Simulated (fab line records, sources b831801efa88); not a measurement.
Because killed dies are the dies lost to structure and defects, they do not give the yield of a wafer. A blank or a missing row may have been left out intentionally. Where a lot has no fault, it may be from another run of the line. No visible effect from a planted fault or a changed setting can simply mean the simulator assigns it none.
Which tool did it? | flow sfq-line | Sampling: 7 lots, 21 wafers, 2 of 325 route steps

## WHAT THE GAUGES READ, wafer by wafer
SFQ_L0_RS_MEAS_901: uses a four-point probe to measure.
lot  | measured    | on            | L0_MONX_KI_RS (ohm/sq)
L427 | day 2 03:36 | film-metro-04 | 42.3 42.8 42.6
L430 | day 2 18:36 | film-metro-03 | 44.3 43.1 43.7
L434 | day 3 14:35 | film-metro-03 | 43.3 43.6 43.2
L437 | day 4 05:35 | film-metro-03 | 42.7 42.9 42.6
L442 | day 5 06:35 | film-metro-04 | 41.3 41.3 41.0
L445 | day 5 21:35 | film-metro-01 | 42.6 42.7 42.7
L447 | day 6 07:34 | film-metro-04 | 43.0 43.6 44.0

## TOOL THAT RAN EACH LOT (tool first, then ch and the chambers of the sampled wafers, then the start)
lot  | SFQ_TRILAYER_L0_DEP_SPUTTER_003
L427 | pvd-sputter-03, day 2 03:29
L430 | pvd-sputter-06, day 2 18:29
L434 | pvd-sputter-03, day 3 14:29
L437 | pvd-sputter-05, day 4 05:29
L442 | pvd-sputter-03, day 5 06:29
L445 | pvd-sputter-05, day 5 21:29
L447 | pvd-sputter-06, day 6 07:29
- SFQ_TRILAYER_L0_DEP_SPUTTER_003: material MoNx KI, target thk 40 nm, time 100 s.

## THE ANSWER, worked out from the rows above alone
Rule: usual is defined by the lots themselves. Put in order of their means at a reading, lots are off if they are a third of the lots or fewer, leave a main group of 4 or more, and stand apart from it by a gap of 3 or more times the standard deviation of the main group's means; of several such gaps the widest counts. The tables above print the reading to a certain number of digits; a main group whose means all agree to those digits is not used. Also off: a lot with no number at a reading for which 4 or more lots have one. All remaining lots with rows at the step are treated as sound.
Off: at SFQ_L0_RS_MEAS_901 (L0_MONX_KI_RS), L442. Mean 43.1 ohm/sq and standard deviation 0.45 in the main group.
A tool fits if, at a process step before that reading, it ran every lot that is off, and no sound lot after the first of them. The gauges at SFQ_L0_RS_MEAS_901 are tried like those tools. One fits: SFQ_TRILAYER_L0_DEP_SPUTTER_003 on pvd-sputter-03. Its last sound lot is L434 (day 3 14:29), its first lot that is off L442 (day 5 06:29): a fault that began between those two fits.

## WHAT WAS PUT IN BY THE SIMULATOR
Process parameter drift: pvd-sputter-03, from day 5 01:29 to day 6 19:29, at SFQ_TRILAYER_L0_DEP_SPUTTER_003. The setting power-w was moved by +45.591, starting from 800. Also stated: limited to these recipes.
Struck lots among those shown: L442. The same result came from the rule above.
